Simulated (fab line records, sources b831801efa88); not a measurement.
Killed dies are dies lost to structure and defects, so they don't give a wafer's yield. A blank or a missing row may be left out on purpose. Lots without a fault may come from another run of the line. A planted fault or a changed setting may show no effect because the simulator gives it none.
A struck lot beside a sound one | flow sky130 | 15 steps out of a route of 708
Sound: wafers L228.1, L228.2, L228.4. Struck: wafer L234.1. (L234.2 of the same lot was not struck and is left out.) The cause comes at the end.
At each step with rows: each side's tool, then ch and its chambers, then its first start. Under that, the readings that differ: sound wafers | struck wafers | difference of the means | sigmas: that difference in standard deviations of wafers without a fault.
alike: readings whose means differ by less than 2 such deviations, and words and numbers that are the same on both sides. not compared: withheld readings, readings that some wafer has no value for, bounds like >300 that may hide the same value, and numbers for which the record gives no deviation and whose values overlap.
The two part at a step that has a row with sigmas, a row that says differs or no value, or rows on one side only. Numbers that don't overlap but have no deviation are shown without sigmas and don't part them. A reading that every wafer of one side lacks parts them only if that side has two wafers or more.

first, 8 steps without rows for these wafers: SKY_POLY_GATE_DEHYDRATE_05 (time 60 s); SKY_POLY_GATE_HMDS_06 (prime time 60 s); SKY_POLY_GATE_COAT_07 (resist thk 110 nm); SKY_POLY_GATE_COAT_08 (resist thk 450 nm); SKY_POLY_GATE_SOFTBAKE_09 (time 90 s); SKY_POLY_GATE_EXPOSE_10 (exposes mask P1M, target cd 150 nm); SKY_POLY_GATE_PEB_11; SKY_POLY_GATE_DEVELOP_12 (develop time 60 s).
SKY_POLY_GATE_CD_MEAS_13: target cd 150 nm.
  sound on cd_sem-01, day 16 16:28; struck on cd_sem-02, day 18 21:04
  alike: cd_nm
SKY_POLY_GATE_OVL_MEAS_14:
  sound on overlay-02, day 16 16:35; struck on overlay-02, day 18 21:11
  alike: POLY_GATE_OVL
SKY_POLY_GATE_ETCH_15: etches BARC in N2/H2, stops on SiO2, time 118.5 s, target depth 110 nm.
  sound on rie_diel-03 ch 0,1,3, day 16 16:37; struck on rie_diel-03 ch 3, day 18 21:14
  reading                | sound    | struck | difference | sigmas
  rf_hours_counter_h (h) | 113 78 4 | 1      | -64        |
  alike: drypump_motor_current_A, oes_product_au, run_length_s, throttle_valve_pct
SKY_POLY_GATE_ETCH_16: etches Si3N4 in CH3F/O2, stops on poly-Si, time 147.5 s, target depth 75 nm.
  sound on rie_diel-03 ch 0,1,3, day 16 16:42; struck on rie_diel-03 ch 3, day 18 21:19
  reading                | sound    | struck | difference | sigmas
  rf_hours_counter_h (h) | 113 78 4 | 1      | -64        |
  alike: ch3f_flow_sccm, drypump_motor_current_A, oes_product_au, run_length_s, throttle_valve_pct
SKY_POLY_GATE_ETCH_17: etches poly-Si in HBr/Cl2, stops on SiO2, target depth 180 nm, time 70.5 s.
  sound on rie_si-01 ch 1,2,3, day 16 16:48; struck on rie_si-01 ch 0, day 18 21:25
  reading                                    | sound             | struck | difference | sigmas
  oes_product_au (a.u.)                      | 0.983 0.991 0.998 | 0.921  | -0.070     | -8
  run_length_s (s)                           | 98.1 98.6 99.3    | 107.0  | +8.3       | +16
  model.SiO2_of_SONOS_ONO_CVD_04.thk_nm (nm) | 4.242 4.264 4.313 | 4.078  | -0.195     |
  alike: drypump_motor_current_A, throttle_valve_pct
  not compared: rf_hours_counter_h, model.KrF-thick_of_POLY_GATE_COAT_08.thk_nm
SKY_POLY_GATE_STRIP_18: strips in O2/N2.
  sound on plasma_asher-04 ch 0,1, day 16 16:51; struck on plasma_asher-04 ch 1, day 18 21:28
  alike: drypump_motor_current_A, oes_product_au, strip_time_to_endpoint_s
  not compared: rf_hours_counter_h
-- the record jumps here: 29 days lie between the struck wafers' starts before and after (it left off in module POLY_GATE and takes up again in module PAD_OPEN, whose first step shown is number 708 of the route) --
SKY_PAD_OPEN_PROBE_99:
  sound on prober-02, day 46 01:33; struck on prober-01, day 47 11:35
  alike: killed_at_M0_to_M3, killed_at_M4_up, killed_at_contacts, killed_at_front_end, killed_at_other, killed_dies, killed_open, killed_short

WHERE THEY PART
Only at SKY_POLY_GATE_ETCH_17, within this record. Later steps at which nothing parts them and some readings are alike: SKY_POLY_GATE_STRIP_18, SKY_PAD_OPEN_PROBE_99.

WHY: what the simulator had put in
Process parameter drift: rie_si-01, from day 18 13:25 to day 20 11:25, at SKY_POLY_GATE_ETCH_17. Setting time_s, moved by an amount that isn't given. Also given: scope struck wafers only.
